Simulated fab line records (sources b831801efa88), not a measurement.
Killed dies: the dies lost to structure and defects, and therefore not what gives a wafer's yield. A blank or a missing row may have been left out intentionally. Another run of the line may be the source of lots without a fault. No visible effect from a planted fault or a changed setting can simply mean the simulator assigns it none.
The tool behind it: which one? / flow gf180mcu / Sampling: 11 lots, 33 wafers, 5 of 602 route steps

== WHAT THE GAUGES SHOWED, per wafer ==
GF_STI_THK_MEAS_04.
lot=L949; measured=day 1 14:55; on=film_metro-01; STI_CVD_03_THK (nm)=209.2 209.1 208.3
lot=L950; measured=day 1 19:34; on=film_metro-03; STI_CVD_03_THK (nm)=207.3 204.5 208.1
lot=L951; measured=day 1 23:34; on=film_metro-02; STI_CVD_03_THK (nm)=206.1 206.2 204.8
lot=L952; measured=day 2 04:44; on=film_metro-03; STI_CVD_03_THK (nm)=204.6 205.1 205.4
lot=L953; measured=day 2 09:52; on=film_metro-03; STI_CVD_03_THK (nm)=211.7 211.7 212.2
lot=L954; measured=day 2 15:44; on=film_metro-01; STI_CVD_03_THK (nm)=208.1 205.9 206.3
lot=L955; measured=day 2 20:04; on=film_metro-03; STI_CVD_03_THK (nm)=205.9 206.5 205.2
lot=L957; measured=day 3 05:48; on=film_metro-02; STI_CVD_03_THK (nm)=208.6 208.4 209.6
lot=L962; measured=day 4 06:34; on=film_metro-01; STI_CVD_03_THK (nm)=238.7 238.8 238.2
lot=L970; measured=day 5 22:34; on=film_metro-02; STI_CVD_03_THK (nm)=209.3 209.3 210.3
lot=L972; measured=day 6 08:34; on=film_metro-03; STI_CVD_03_THK (nm)=208.0 207.3 207.2

GF_V4_THK_MEAS_03.
lot=L949; measured=day 23 19:43; on=film_metro-02; V4_CVD_02_THK (nm)=842 835 856
lot=L950; measured=day 24 04:19; on=film_metro-04; V4_CVD_02_THK (nm)=847 847 867
lot=L951; measured=day 24 12:37; on=film_metro-03; V4_CVD_02_THK (nm)=843 827 844
lot=L952; measured=day 24 12:49; on=film_metro-03; V4_CVD_02_THK (nm)=833 836 848
lot=L953; measured=day 25 05:39; on=film_metro-04; V4_CVD_02_THK (nm)=845 849 850
lot=L954; measured=day 25 08:41; on=film_metro-03; V4_CVD_02_THK (nm)=847 869 870
lot=L955; measured=day 25 20:04; on=film_metro-02; V4_CVD_02_THK (nm)=864 853 862
lot=L957; measured=day 26 08:16; on=film_metro-02; V4_CVD_02_THK (nm)=845 841 859
lot=L962; measured=day 27 19:11; on=film_metro-02; V4_CVD_02_THK (nm)=831 852 840
lot=L970; measured=day 30 01:31; on=film_metro-04; V4_CVD_02_THK (nm)=838 833 840
lot=L972; measured=day 30 20:58; on=film_metro-03; V4_CVD_02_THK (nm)=842 858 852

== TOOL THAT RAN EACH LOT (tool first, then ch and the chambers of the sampled wafers, then the start) ==
lot=L949; GF_STI_CVD_03=lpcvd-02 ch 1, day 1 12:55; GF_STI_ETCH_13=rie_diel-02 ch 0,2, day 2 03:31; GF_M3_STRIP_17=plasma_asher-04 ch 0,1, day 21 16:56
lot=L950; GF_STI_CVD_03=lpcvd-01 ch 0, day 1 16:34; GF_STI_ETCH_13=rie_diel-02 ch 0,2,3, day 2 07:23; GF_M3_STRIP_17=plasma_asher-02 ch 0,1, day 22 02:26
lot=L951; GF_STI_CVD_03=lpcvd-01 ch 1, day 1 21:34; GF_STI_ETCH_13=rie_diel-02 ch 0,1,3, day 2 11:44; GF_M3_STRIP_17=plasma_asher-02 ch 0,1, day 22 11:07
lot=L952; GF_STI_CVD_03=lpcvd-01 ch 1, day 2 02:45; GF_STI_ETCH_13=rie_diel-01 ch 0,1,2, day 2 17:14; GF_M3_STRIP_17=plasma_asher-03 ch 0,1, day 22 12:13
lot=L953; GF_STI_CVD_03=lpcvd-02 ch 0, day 2 07:52; GF_STI_ETCH_13=rie_diel-01 ch 0,3, day 2 22:06; GF_M3_STRIP_17=plasma_asher-02 ch 0,1, day 23 05:01
lot=L954; GF_STI_CVD_03=lpcvd-02 ch 1, day 2 13:44; GF_STI_ETCH_13=rie_diel-01 ch 0,1,2, day 3 04:05; GF_M3_STRIP_17=plasma_asher-03 ch 0,1, day 23 08:50
lot=L955; GF_STI_CVD_03=lpcvd-02 ch 0, day 2 18:04; GF_STI_ETCH_13=rie_diel-02 ch 1,2, day 3 08:30; GF_M3_STRIP_17=plasma_asher-02 ch 0,1, day 23 20:43
lot=L957; GF_STI_CVD_03=lpcvd-02 ch 0, day 3 03:49; GF_STI_ETCH_13=rie_diel-01 ch 1,3, day 3 19:06; GF_M3_STRIP_17=plasma_asher-04 ch 0,1, day 24 09:13
lot=L962; GF_STI_CVD_03=lpcvd-02 ch 1, day 4 04:34; GF_STI_ETCH_13=rie_diel-01 ch 0,3, day 4 20:28; GF_M3_STRIP_17=plasma_asher-04 ch 0,1, day 25 22:41
lot=L970; GF_STI_CVD_03=lpcvd-01 ch 0, day 5 20:34; GF_STI_ETCH_13=rie_diel-02 ch 0,2, day 6 13:44; GF_M3_STRIP_17=plasma_asher-04 ch 0,1, day 28 06:34
lot=L972; GF_STI_CVD_03=lpcvd-01 ch 0, day 6 06:34; GF_STI_ETCH_13=rie_diel-04 ch 1,3, day 6 23:33; GF_M3_STRIP_17=plasma_asher-03 ch 0,1, day 29 02:55
- GF_STI_CVD_03: deposits Si3N4 from DCS/NH3, target thk 207.16 nm, time 3551 s.
- GF_STI_ETCH_13: etches the open film in CHF3/O2, stops on Si, target depth 282.31 nm, time 112.9 s.
- GF_M3_STRIP_17: strips in O2/N2.

== AS READ BY THE TOOLS THEMSELVES (means over the sampled wafers that have a number; for cases with no such wafer, the mark the record gives instead) ==
GF_STI_CVD_03.
lot=L949; tool=lpcvd-02; spike_tc_bottom_C (C)=795.2; spike_tc_centre_C (C)=770.8; spike_tc_lower_C (C)=769.6; spike_tc_top_C (C)=784.0; spike_tc_upper_C (C)=771.1; susceptor_temp_C (C)=770.0; zone_power_lower_pct (%)=11.8
lot=L950; tool=lpcvd-01; spike_tc_bottom_C (C)=786.7; spike_tc_centre_C (C)=769.1; spike_tc_lower_C (C)=770.6; spike_tc_top_C (C)=786.6; spike_tc_upper_C (C)=771.5; susceptor_temp_C (C)=770.1; zone_power_lower_pct (%)=14.1
lot=L951; tool=lpcvd-01; spike_tc_bottom_C (C)=787.8; spike_tc_centre_C (C)=771.2; spike_tc_lower_C (C)=771.3; spike_tc_top_C (C)=779.0; spike_tc_upper_C (C)=771.3; susceptor_temp_C (C)=770.0; zone_power_lower_pct (%)=13.0
lot=L952; tool=lpcvd-01; spike_tc_bottom_C (C)=788.5; spike_tc_centre_C (C)=769.9; spike_tc_lower_C (C)=771.3; spike_tc_top_C (C)=778.6; spike_tc_upper_C (C)=771.0; susceptor_temp_C (C)=770.1; zone_power_lower_pct (%)=13.2
lot=L953; tool=lpcvd-02; spike_tc_bottom_C (C)=787.5; spike_tc_centre_C (C)=770.1; spike_tc_lower_C (C)=770.2; spike_tc_top_C (C)=785.0; spike_tc_upper_C (C)=770.4; susceptor_temp_C (C)=769.9; zone_power_lower_pct (%)=11.6
lot=L954; tool=lpcvd-02; spike_tc_bottom_C (C)=793.7; spike_tc_centre_C (C)=770.1; spike_tc_lower_C (C)=769.5; spike_tc_top_C (C)=784.1; spike_tc_upper_C (C)=770.0; susceptor_temp_C (C)=769.6; zone_power_lower_pct (%)=11.7
lot=L955; tool=lpcvd-02; spike_tc_bottom_C (C)=787.8; spike_tc_centre_C (C)=768.3; spike_tc_lower_C (C)=770.5; spike_tc_top_C (C)=786.0; spike_tc_upper_C (C)=770.1; susceptor_temp_C (C)=770.2; zone_power_lower_pct (%)=11.6
lot=L957; tool=lpcvd-02; spike_tc_bottom_C (C)=788.3; spike_tc_centre_C (C)=769.6; spike_tc_lower_C (C)=771.2; spike_tc_top_C (C)=786.2; spike_tc_upper_C (C)=769.2; susceptor_temp_C (C)=770.0; zone_power_lower_pct (%)=11.5
lot=L962; tool=lpcvd-02; spike_tc_bottom_C (C)=802.5; spike_tc_centre_C (C)=776.9; spike_tc_lower_C (C)=776.8; spike_tc_top_C (C)=792.3; spike_tc_upper_C (C)=778.8; susceptor_temp_C (C)=777.6; zone_power_lower_pct (%)=11.9
lot=L970; tool=lpcvd-01; spike_tc_bottom_C (C)=787.6; spike_tc_centre_C (C)=768.2; spike_tc_lower_C (C)=770.5; spike_tc_top_C (C)=787.5; spike_tc_upper_C (C)=771.5; susceptor_temp_C (C)=770.4; zone_power_lower_pct (%)=14.2
lot=L972; tool=lpcvd-01; spike_tc_bottom_C (C)=787.7; spike_tc_centre_C (C)=770.2; spike_tc_lower_C (C)=770.6; spike_tc_top_C (C)=786.7; spike_tc_upper_C (C)=772.6; susceptor_temp_C (C)=769.5; zone_power_lower_pct (%)=14.2

GF_STI_ETCH_13.
lot=L949; tool=rie_diel-02; drypump_motor_current_A (A)=5.1; oes_product_au (a.u.)=0.834; throttle_valve_pct (%)=8.818
lot=L950; tool=rie_diel-02; drypump_motor_current_A (A)=5.2; oes_product_au (a.u.)=0.830; throttle_valve_pct (%)=8.812
lot=L951; tool=rie_diel-02; drypump_motor_current_A (A)=5.2; oes_product_au (a.u.)=0.829; throttle_valve_pct (%)=8.811
lot=L952; tool=rie_diel-01; drypump_motor_current_A (A)=5.6; oes_product_au (a.u.)=0.826; throttle_valve_pct (%)=8.806
lot=L953; tool=rie_diel-01; drypump_motor_current_A (A)=5.3; oes_product_au (a.u.)=0.843; throttle_valve_pct (%)=8.822
lot=L954; tool=rie_diel-01; drypump_motor_current_A (A)=5.6; oes_product_au (a.u.)=0.836; throttle_valve_pct (%)=8.825
lot=L955; tool=rie_diel-02; drypump_motor_current_A (A)=5.4; oes_product_au (a.u.)=0.828; throttle_valve_pct (%)=8.804
lot=L957; tool=rie_diel-01; drypump_motor_current_A (A)=5.5; oes_product_au (a.u.)=0.833; throttle_valve_pct (%)=8.815
lot=L962; tool=rie_diel-01; drypump_motor_current_A (A)=5.1; oes_product_au (a.u.)=0.902; throttle_valve_pct (%)=8.831
lot=L970; tool=rie_diel-02; drypump_motor_current_A (A)=5.3; oes_product_au (a.u.)=0.834; throttle_valve_pct (%)=8.818
lot=L972; tool=rie_diel-04; drypump_motor_current_A (A)=5.7; oes_product_au (a.u.)=0.834; throttle_valve_pct (%)=8.810

GF_M3_STRIP_17.
lot=L949; tool=plasma_asher-04; drypump_motor_current_A (A)=5.60; heater_power_w (W)=291; oes_product_au (a.u.)=0.538; strip_time_to_endpoint_s (s)=7.43
lot=L950; tool=plasma_asher-02; drypump_motor_current_A (A)=5.54; heater_power_w (W)=368; oes_product_au (a.u.)=0.542; strip_time_to_endpoint_s (s)=7.43
lot=L951; tool=plasma_asher-02; drypump_motor_current_A (A)=5.64; heater_power_w (W)=341; oes_product_au (a.u.)=0.537; strip_time_to_endpoint_s (s)=7.46
lot=L952; tool=plasma_asher-03; drypump_motor_current_A (A)=5.65; heater_power_w (W)=333; oes_product_au (a.u.)=0.538; strip_time_to_endpoint_s (s)=7.39
lot=L953; tool=plasma_asher-02; drypump_motor_current_A (A)=5.65; heater_power_w (W)=346; oes_product_au (a.u.)=0.533; strip_time_to_endpoint_s (s)=7.38
lot=L954; tool=plasma_asher-03; drypump_motor_current_A (A)=5.64; heater_power_w (W)=327; oes_product_au (a.u.)=0.540; strip_time_to_endpoint_s (s)=7.43
lot=L955; tool=plasma_asher-02; drypump_motor_current_A (A)=5.62; heater_power_w (W)=348; oes_product_au (a.u.)=0.538; strip_time_to_endpoint_s (s)=7.47
lot=L957; tool=plasma_asher-04; drypump_motor_current_A (A)=5.62; heater_power_w (W)=292; oes_product_au (a.u.)=0.537; strip_time_to_endpoint_s (s)=7.45
lot=L962; tool=plasma_asher-04; drypump_motor_current_A (A)=5.43; heater_power_w (W)=306; oes_product_au (a.u.)=0.543; strip_time_to_endpoint_s (s)=7.38
lot=L970; tool=plasma_asher-04; drypump_motor_current_A (A)=5.43; heater_power_w (W)=306; oes_product_au (a.u.)=0.542; strip_time_to_endpoint_s (s)=7.42
lot=L972; tool=plasma_asher-03; drypump_motor_current_A (A)=5.73; heater_power_w (W)=325; oes_product_au (a.u.)=0.536; strip_time_to_endpoint_s (s)=7.32

== THE ANSWER, worked out from the rows above alone ==
Rule: what is usual is taken from the lots themselves. Put in order of their means at a reading, lots are off if they are a third of the lots or fewer, leave a main group of 4 or more, and stand apart from it by a gap of 3 or more times the standard deviation of the main group's means; of several such gaps the widest counts. A main group is skipped when, at the precision printed for the reading in the tables above, its means are all equal. A lot without any number at a reading at which 4 lots or more have one is off too. Any other lot the step has rows for is counted as sound. First the gauges in route order, then the tools' own readings, where a lot's mean is used as printed above. At the first step where some lot is off, the reading lying furthest off is the one used; lots without a number count as furthest.
Off: L962, seen at GF_STI_THK_MEAS_04 (STI_CVD_03_THK). Mean 207.7 nm and standard deviation 2 in the main group.
If a tool, at a process step before that reading, ran all the lots that are off and no sound lot after the first of them, it fits. Not tried: the gauges at GF_STI_THK_MEAS_04; whatever is off there is also off at GF_STI_CVD_03, on other tools, and gauge error can't account for it. One candidate fits, namely lpcvd-02 at GF_STI_CVD_03. A fault onset in the window from L957 (day 3 03:49, its last sound lot) to L962 (day 4 04:34, its first lot off) fits.
The tool's own readings at GF_STI_CVD_03 bear it out: on the lots that are off they differ by more than 5 times the standard deviation of the sound lots' means. spike_tc_centre_C reads 776.9 C there against 769.8 C on the sound lots; spike_tc_lower_C reads 776.8 C there against 770.5 C on the sound lots; spike_tc_upper_C reads 778.8 C there against 770.9 C on the sound lots; susceptor_temp_C reads 777.6 C there against 770.0 C on the sound lots.

== WHAT THE SIMULATOR PUT IN ==
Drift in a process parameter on lpcvd-02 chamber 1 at GF_STI_CVD_03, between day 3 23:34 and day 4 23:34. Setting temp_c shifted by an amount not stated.
Lots struck among those shown: L962. The rule given above showed the same thing.
